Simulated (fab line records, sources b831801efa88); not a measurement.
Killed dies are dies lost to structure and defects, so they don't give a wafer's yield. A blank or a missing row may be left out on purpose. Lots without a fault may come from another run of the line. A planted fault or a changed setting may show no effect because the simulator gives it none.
Chamber matching | flow gf180mcu | GF_SAB_CVD_00 on pecvd-04: 3 sister chambers
The step deposits SiO2 from TEOS, target thk 50 nm, time 4.9302 s. 20 wafers are shown with their chamber, then 10 later ones without.

WAFERS WITH THEIR CHAMBER
wafer  | chamber | heater_power_w (W)
L079.1 | 1       | 725
L079.3 | 0       | 486
L079.4 | 0       | 516
L080.3 | 0       | 605
L080.5 | 2       | 543
L080.6 | 0       | 604
L081.2 | 1       | 591
L081.5 | 1       | 593
L081.6 | 2       | 480
L083.1 | 0       | 613
L083.2 | 1       | 718
L083.6 | 2       | 533
L084.1 | 0       | 615
L084.3 | 2       | 460
L084.6 | 2       | 464
L089.1 | 0       | 580
L089.3 | 2       | 532
L089.4 | 1       | 750
L092.1 | 1       | 738
L092.2 | 0       | 630

SIGNATURES (means of the wafers above)
reading        | chamber 0 | chamber 1 | chamber 2 | scatter within a chamber
heater_power_w | 581.12    | 685.83    | 502.00    | 55.9
Rule: a wafer's distance from a chamber is the root of the sum, over the readings, of the square of ((its reading less the chamber's mean) divided by the reading's scatter). The wafer belongs to the nearest chamber; if the next one is less than 2 further off, it can't be placed. The scatter: the root of (the sum of the squares of (reading less its chamber's mean) over the shown wafers, divided by (wafers less chambers)).

WAFERS WITHOUT THEIR CHAMBER
wafer  | heater_power_w (W)
L092.3 | 529
L093.1 | 596
L093.3 | 709
L093.6 | 715
L094.1 | 715
L094.4 | 600
L094.5 | 714
L097.1 | 656
L097.2 | 601
L097.6 | 646

WHICH CHAMBER EACH WENT THROUGH
wafer  | from the rows above          | in truth
L092.3 | can't be placed: 2 or 0      | 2
L093.1 | can't be placed: 0 or 1 or 2 | 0
L093.3 | can't be placed: 1 or 0      | 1
L093.6 | can't be placed: 1 or 0      | 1
L094.1 | can't be placed: 1 or 0      | 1
L094.4 | can't be placed: 0 or 1 or 2 | 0
L094.5 | can't be placed: 1 or 0      | 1
L097.1 | can't be placed: 1 or 0      | 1
L097.2 | can't be placed: 0 or 1 or 2 | 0
L097.6 | can't be placed: 1 or 0 or 2 | 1
Placed correctly: 0 of 10. Can't be placed from these rows: 10 (the true chamber is among the candidates in 10). Placed wrongly: 0.
